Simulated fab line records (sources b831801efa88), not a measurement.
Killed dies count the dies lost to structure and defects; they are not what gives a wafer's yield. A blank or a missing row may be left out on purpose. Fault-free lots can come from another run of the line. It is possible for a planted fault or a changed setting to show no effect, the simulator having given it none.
fab line records	flow gf180mcu
record lots=14	wafers=42	last-day=34
route steps=602 shown STI@11 NWELL@52 VT_IMPLANT@111
lots untouched by any fault: they come from a run of this same line in which no faults occurred
start-h: hours from the record's opening day to when the first of the lot's shown wafers began	wait-h: time in hours since the lot's previous step	" same as the row above	L1.1+2: a row that stands for several wafers	- no value, or no start given	* or withheld: withheld	< > ~ a bound
route shown NAME@n: names a module that has steps shown in the file, with the first one's number in the route	usual: the fault-free wafers' mean and standard deviation	same: alike in all rows	chamber/n: place in a boat	sites: the reading at each site	_std_site: the values' standard deviation	_edge_site: the outer-site mean with the inner-site mean subtracted	radius-mm: how far each site lies from the wafer's centre	mask NAME#n: copy n	behind: tool/chamber where the wafer was last shaped	hold: cause of the lot's hold/its duration in hours/its outcome	device: transistor that didn't switch, given as n, p or np	end of line: at the end of the route, the tests of the same wafers	where a step has no rows: the recipe by itself	killed: dies lost to structure and defects at the first sort, not the wafer's yield	map: a wafer's dies, marking killed ones x, the rest . and places with no die _
set.NAME: the setting the step ran with; set.NAME@STEP: the setting that earlier step ran with	model.NAME: the simulator's own value behind a step, which no gauge read
the route's steps for a sample of lots (tables are steps, rows are wafers)
services: from which hour (start-h, from the record's first day; less than 0 if before it) a tool's chamber was out of use, for how many hours, and why
## steps
# step GF_STI_PEB_10
# recipe peb-temp-c=135	peb-time-s=90	resist=KrF
# usual heater-power-total-W=85.70/0.086	plate-temp-C=135.00/0.12
lot.wafer	tool	chamber	start-h	wait-h	heater-power-total-W	plate-temp-C
L330.1	litho-track-03	0	26.56	-	85.74	135.00
L330.2	"	0	"	"	85.61	134.95
L330.5	"	0	"	"	85.76	135.15
L331.1	litho-track-02	0	29.55	-	85.63	135.22
L331.5	"	0	"	"	85.73	135.06
L331.6	"	0	"	"	85.74	135.02
L334.1	litho-track-04	0	49.93	-	85.74	135.14
L334.3	"	0	"	"	85.84	135.16
L334.6	"	0	"	"	85.61	135.18
L336.2	litho-track-02	0	57.14	-	70.77	117.13
L336.3	"	0	"	"	70.79	116.72
L336.5	"	0	"	"	70.84	116.73
L335.1	litho-track-03	0	57.51	-	85.71	135.09
L335.2	"	0	"	"	85.66	135.09
L335.5	"	0	"	"	85.67	135.04
L338.3	litho-track-02	0	65.77	-	70.90	116.80
L338.4	"	0	"	"	70.94	116.83
L338.5	"	0	"	"	71.05	116.83
L337.3	litho-track-04	0	66.40	-	85.55	135.12
L337.4	"	0	"	"	85.68	134.92
L337.5	"	0	"	"	85.66	134.94
L339.1	litho-track-03	0	73.16	-	85.66	134.91
L339.4	"	0	"	"	85.71	134.83
L339.6	"	0	"	"	85.78	135.08
L343.1	litho-track-04	0	90.88	-	85.78	134.96
L343.4	"	0	"	"	85.66	134.84
L343.6	"	0	"	"	85.78	135.00
L344.2	litho-track-03	0	101.14	-	85.60	134.69
L344.3	"	0	"	"	85.85	134.86
L344.5	"	0	"	"	85.84	134.70
L346.2	litho-track-04	0	108.46	-	85.70	135.13
L346.3	"	0	"	"	85.60	135.13
L346.4	"	0	"	"	85.81	135.00
L348.2	litho-track-04	0	118.01	-	85.75	134.85
L348.5	"	0	"	"	85.58	134.99
L348.6	"	0	"	"	85.78	134.89
L349.1	litho-track-04	0	123.53	-	85.63	135.18
L349.3	"	0	"	"	85.85	134.94
L349.6	"	0	"	"	85.73	135.05
L351.2	litho-track-03	0	133.09	-	85.63	135.23
L351.4	"	0	"	"	85.83	135.25
L351.5	"	0	"	"	85.75	135.04
# step GF_STI_CD_MEAS_12
# recipe target-cd-nm=220
# usual cd-nm=220.0/1.2
lot.wafer	tool	chamber	start-h	wait-h	cd-nm
L330.1	cd-sem-02	-	26.91	0.1	219.6
L330.2	"	-	"	"	220.1
L330.5	"	-	"	"	219.9
L331.1	cd-sem-02	-	30.35	0.6	220.6
L331.5	"	-	"	"	220.3
L331.6	"	-	"	"	220.0
L334.1	cd-sem-01	-	50.28	0.1	220.3
L334.3	"	-	"	"	220.0
L334.6	"	-	"	"	220.8
L336.2	cd-sem-02	-	57.47	0.1	339.8
L336.3	"	-	"	"	338.9
L336.5	"	-	"	"	339.0
L335.1	cd-sem-01	-	57.86	0.1	220.7
L335.2	"	-	"	"	220.4
L335.5	"	-	"	"	220.6
L338.3	cd-sem-02	-	66.09	0.1	328.8
L338.4	"	-	"	"	328.1
L338.5	"	-	"	"	328.7
L337.3	cd-sem-01	-	66.72	0.1	218.8
L337.4	"	-	"	"	219.8
L337.5	"	-	"	"	218.6
L339.1	cd-sem-01	-	73.51	0.1	221.1
L339.4	"	-	"	"	221.1
L339.6	"	-	"	"	221.4
L343.1	cd-sem-01	-	91.23	0.1	219.5
L343.4	"	-	"	"	221.3
L343.6	"	-	"	"	220.4
L344.2	cd-sem-01	-	101.48	0.1	218.2
L344.3	"	-	"	"	219.0
L344.5	"	-	"	"	218.8
L346.2	cd-sem-01	-	108.80	0.1	219.2
L346.3	"	-	"	"	220.4
L346.4	"	-	"	"	221.4
L348.2	cd-sem-01	-	118.35	0.1	220.3
L348.5	"	-	"	"	221.0
L348.6	"	-	"	"	220.7
L349.1	cd-sem-01	-	123.88	0.1	219.0
L349.3	"	-	"	"	218.3
L349.6	"	-	"	"	218.2
L351.2	cd-sem-02	-	133.43	0.1	219.8
L351.4	"	-	"	"	219.9
L351.5	"	-	"	"	220.3
# step GF_STI_CMP_25
# recipe stop-on=Si3N4	t-overpolish-s=33	down-force-psi=4	platen-rpm=60	target-thk-nm=524.6	pad-velocity-m-s=0.94248
# usual motor-current-A=12.6/1.9	overpolish-run-s=33.000/0.009	slurry-filter-dp-kPa=13.50/0.14	time-to-endpoint-s=121/6.2
# same t-overpolish-s=33
lot.wafer	tool	chamber	start-h	wait-h	motor-current-A	overpolish-run-s	slurry-filter-dp-kPa	time-to-endpoint-s
L330.2	cmp-02	1	32.38	0.0	13.8	32.998	13.91	119
L330.1	"	0	"	"	9.2	33.010	13.42	120
L330.5	"	2	"	"	13.0	33.018	13.61	124
L331.1	cmp-02	1	39.40	0.1	14.0	32.997	13.60	124
L331.6	"	3	"	"	10.1	33.005	13.29	119
L331.5	"	0	"	"	9.5	32.998	13.46	125
L334.1	cmp-02	1	52.98	0.1	14.2	33.004	13.62	120
L334.3	"	3	"	"	9.9	33.009	13.56	113
L334.6	"	0	"	"	9.2	32.994	13.39	121
L336.3	cmp-02	2	59.51	0.0	13.3	33.013	13.42	121
L336.2	"	1	"	"	14.3	32.984	13.36	122
L336.5	"	2	"	"	13.3	32.987	13.58	125
L335.1	cmp-01	0	59.99	0.1	13.8	32.994	13.40	121
L335.2	"	2	"	"	13.3	33.005	13.65	125
L335.5	"	0	"	"	13.4	32.984	13.58	122
L338.3	cmp-02	0	68.23	0.1	9.7	32.994	13.41	115
L338.4	"	1	"	"	13.8	32.993	13.26	114
L338.5	"	3	"	"	10.7	33.017	13.67	109
L337.4	cmp-01	2	68.78	0.1	14.1	33.006	13.45	124
L337.3	"	3	"	"	13.4	32.997	13.48	120
L337.5	"	1	"	"	14.6	33.000	13.48	131
L339.1	cmp-01	1	75.63	0.1	15.8	33.003	13.44	130
L339.4	"	3	"	"	13.2	32.997	13.41	122
L339.6	"	1	"	"	14.2	32.999	13.73	129
L343.1	cmp-01	1	93.35	0.1	14.5	32.998	13.48	126
L343.4	"	2	"	"	14.1	33.014	13.21	120
L343.6	"	1	"	"	15.4	33.011	13.49	124
L344.2	cmp-02	0	103.57	0.0	9.6	32.991	13.37	117
L344.3	"	2	"	"	13.4	33.002	13.61	124
L344.5	"	0	"	"	9.5	33.003	13.47	116
L346.4	cmp-02	0	110.84	0.0	9.5	32.999	13.51	114
L346.3	"	1	"	"	13.9	32.995	13.79	109
L346.2	"	2	"	"	12.8	33.007	13.53	120
L348.2	cmp-02	0	120.41	0.0	9.2	33.011	13.61	123
L348.6	"	0	"	"	9.1	33.002	13.33	120
L348.5	"	1	"	"	14.0	33.003	13.37	123
L349.3	cmp-02	1	125.99	0.0	14.2	33.001	13.39	119
L349.1	"	2	"	"	13.2	32.998	13.51	123
L349.6	"	2	"	"	13.7	32.992	13.35	122
L351.4	cmp-01	2	135.79	0.0	13.7	32.983	13.48	124
L351.2	"	3	"	"	13.1	32.991	13.43	126
L351.5	"	3	"	"	13.5	32.997	13.33	128
# step GF_NWELL_STRIP_10
# recipe chemistry=O2/N2	power-w=1400	pressure-mtorr=1500	platen-temp-c=250	o2-flow-sccm=3000	n2-flow-sccm=300	overash-fraction=0.5
# usual drypump-motor-current-A=5.50/0.23	heater-power-w=345/26	oes-product-au=0.723/0.0045	strip-time-to-endpoint-s=36.95/0.11
# same overash-fraction=0.5
lot.wafer	tool	chamber	start-h	wait-h	drypump-motor-current-A	heater-power-w	oes-product-au	rf-hours-counter-h	strip-time-to-endpoint-s
L330.1	plasma-asher-04	0	59.58	0.1	5.52	331	0.726	28	36.80
L330.2	"	1	"	"	5.74	363	0.725	28	36.82
L330.5	"	1	"	"	5.75	371	0.721	-	36.79
L331.1	plasma-asher-02	0	75.57	0.1	5.43	380	0.728	39	36.94
L331.5	"	0	"	"	5.39	374	0.726	-	37.11
L331.6	"	1	"	"	5.42	300	0.722	-	37.01
L334.1	plasma-asher-04	1	81.09	0.1	5.74	371	0.727	30	36.99
L334.3	"	1	"	"	5.74	365	0.720	-	36.92
L334.6	"	1	"	"	5.73	369	0.733	-	36.99
L335.1	plasma-asher-04	0	89.48	0.1	5.49	330	0.720	31	36.94
L335.2	"	1	"	"	5.74	369	0.716	31	36.89
L335.5	"	0	"	"	5.49	334	0.723	-	36.99
L337.3	plasma-asher-02	0	98.56	0.1	5.44	373	0.727	-	37.09
L337.4	"	1	"	"	5.39	303	0.717	-	37.12
L337.5	"	1	"	"	5.39	302	0.726	-	37.13
L339.1	plasma-asher-01	0	105.58	0.1	5.72	365	0.726	46	36.99
L339.4	"	1	"	"	5.09	327	0.719	-	36.89
L339.6	"	1	"	"	5.10	330	0.725	-	36.88
L343.1	plasma-asher-01	0	124.86	0.1	5.72	368	0.724	49	37.02
L343.4	"	0	"	"	5.73	372	0.724	-	36.96
L343.6	"	0	"	"	5.72	363	0.724	-	37.02
L344.2	plasma-asher-01	1	136.01	0.1	5.10	320	0.724	50	36.98
L344.3	"	1	"	"	5.09	320	0.724	-	37.03
L344.5	"	0	"	"	5.73	361	0.734	-	36.92
L346.2	plasma-asher-01	0	142.41	0.1	5.71	364	0.715	50	36.94
L346.3	"	1	"	"	5.09	316	0.726	-	36.88
L346.4	"	0	"	"	5.71	370	0.722	-	36.86
L348.2	plasma-asher-04	0	153.93	0.1	5.51	343	0.728	39	36.82
L348.5	"	1	"	"	5.71	373	0.722	-	36.76
L348.6	"	0	"	"	5.53	338	0.729	-	36.81
L349.1	plasma-asher-04	1	158.71	0.1	5.76	368	0.720	39	36.98
L349.3	"	0	"	"	5.51	339	0.725	-	36.95
L349.6	"	1	"	"	5.75	367	0.727	-	37.04
L351.2	plasma-asher-01	0	169.86	0.1	5.71	366	0.725	53	36.92
L351.4	"	1	"	"	5.07	317	0.725	-	36.93
L351.5	"	0	"	"	5.73	362	0.722	-	37.02
# step GF_VT_IMPLANT_TW_MEAS_21
# usual VT_IMPLANT_2_TW=1217/9.9
lot.wafer	tool	chamber	start-h	wait-h	VT_IMPLANT_2_TW
L330.1	film-metro-03	-	128.86	0.1	1223
L330.2	"	-	"	"	1219
L330.5	"	-	"	"	1223
L331.1	film-metro-02	-	147.83	0.1	1215
L331.5	"	-	"	"	1213
L331.6	"	-	"	"	1213
L334.1	film-metro-04	-	154.18	0.1	1192
L334.3	"	-	"	"	1196
L334.6	"	-	"	"	1194
L335.1	film-metro-03	-	163.96	0.1	1224
L335.2	"	-	"	"	1232
L335.5	"	-	"	"	1230
L337.3	film-metro-02	-	174.10	0.1	1221
L337.4	"	-	"	"	1216
L337.5	"	-	"	"	1219
L339.1	film-metro-03	-	183.03	0.1	1220
L339.4	"	-	"	"	1219
L339.6	"	-	"	"	1220
L343.1	film-metro-02	-	205.19	0.1	1217
L343.4	"	-	"	"	1224
L343.6	"	-	"	"	1220
L344.2	film-metro-04	-	215.95	0.1	1203
L344.3	"	-	"	"	1192
L344.5	"	-	"	"	1193
L346.2	film-metro-03	-	226.02	0.1	1210
L346.3	"	-	"	"	1208
L346.4	"	-	"	"	1215
L348.2	film-metro-02	-	238.77	0.1	1230
L348.5	"	-	"	"	1232
L348.6	"	-	"	"	1225
L349.1	film-metro-02	-	244.47	0.1	1232
L349.3	"	-	"	"	1228
L349.6	"	-	"	"	1226
L351.2	film-metro-02	-	258.88	0.1	1226
L351.4	"	-	"	"	1222
L351.5	"	-	"	"	1230
## services
tool	chamber	start-h	hours	kind
cmp-01	-	13.75	1.4	repair
cmp-02	-	64.00	4.0	pm
cmp-02	-	68.00	-	consumable-replace:conditioner
cmp-02	-	68.00	-	consumable-replace:pad
plasma-asher-04	-	74.05	4.0	pm
plasma-asher-02	-	77.36	15.6	pm
plasma-asher-01	-	83.89	0.6	repair
cmp-01	-	102.97	1.4	repair
plasma-asher-02	-	105.21	9.8	repair
plasma-asher-02	-	115.05	9.0	pm
plasma-asher-02	0	115.05	9.0	vent-cycle
plasma-asher-02	1	115.05	9.0	vent-cycle
plasma-asher-02	0	124.05	-	clean
plasma-asher-02	1	124.05	-	clean
cmp-02	-	135.75	6.7	pm
cmp-01	-	144.97	3.2	repair
## key
first-sign step=GF_STI_PEB_10	reading=heater-power-total-W	direction=down	sigmas=99+	usual=85.70	struck=70.88
effect step=GF_STI_PEB_10	reading=plate-temp-C	direction=down	sigmas=99+	usual=*	struck=*
effect step=GF_STI_CD_MEAS_12	reading=cd-nm	direction=up	sigmas=95	usual=220.0	struck=333.9	through=control-loop
met-at GF_STI_PEB_10
struck-lots L336,L338
later-rows-left-out L336.2,L336.3,L336.5,L338.3,L338.4,L338.5
sort-left-out L336.2,L336.3,L336.5,L338.3,L338.4,L338.5
tester-left-out L336,L338
loop-trim step=GF_STI_EXPOSE_09	setting=dose	lots=L338
not-acting-at GF_STI_CMP_25,GF_NWELL_STRIP_10,GF_VT_IMPLANT_TW_MEAS_21
onset-between 29.55 57.14
fault kind=process-parameter-drift	tool=litho-track-02	chamber=-	onset-h=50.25	steps=GF_STI_PEB_10	channel=peb-temp-c	offset=*	shape=step	end-h=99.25	acts-in=*	stated=*
# tester-left-out: of these lots the tester's yield and bins aren't shown, on N5 and GAA mostly nor the transistor test; their killed dies are dies lost to structure and defects alone, not to doping, threshold or leakage, so they don't give the yield
# sort-left-out: the simulated sort isn't trusted on such a fault, so these wafers' sort isn't shown, and their yield isn't known
# later-rows-left-out: the simulator's readings of these wafers behind a module that went badly wrong aren't trusted and aren't shown, but for the sort
# loop-trim: a control loop set the setting to another value than it would have without faults
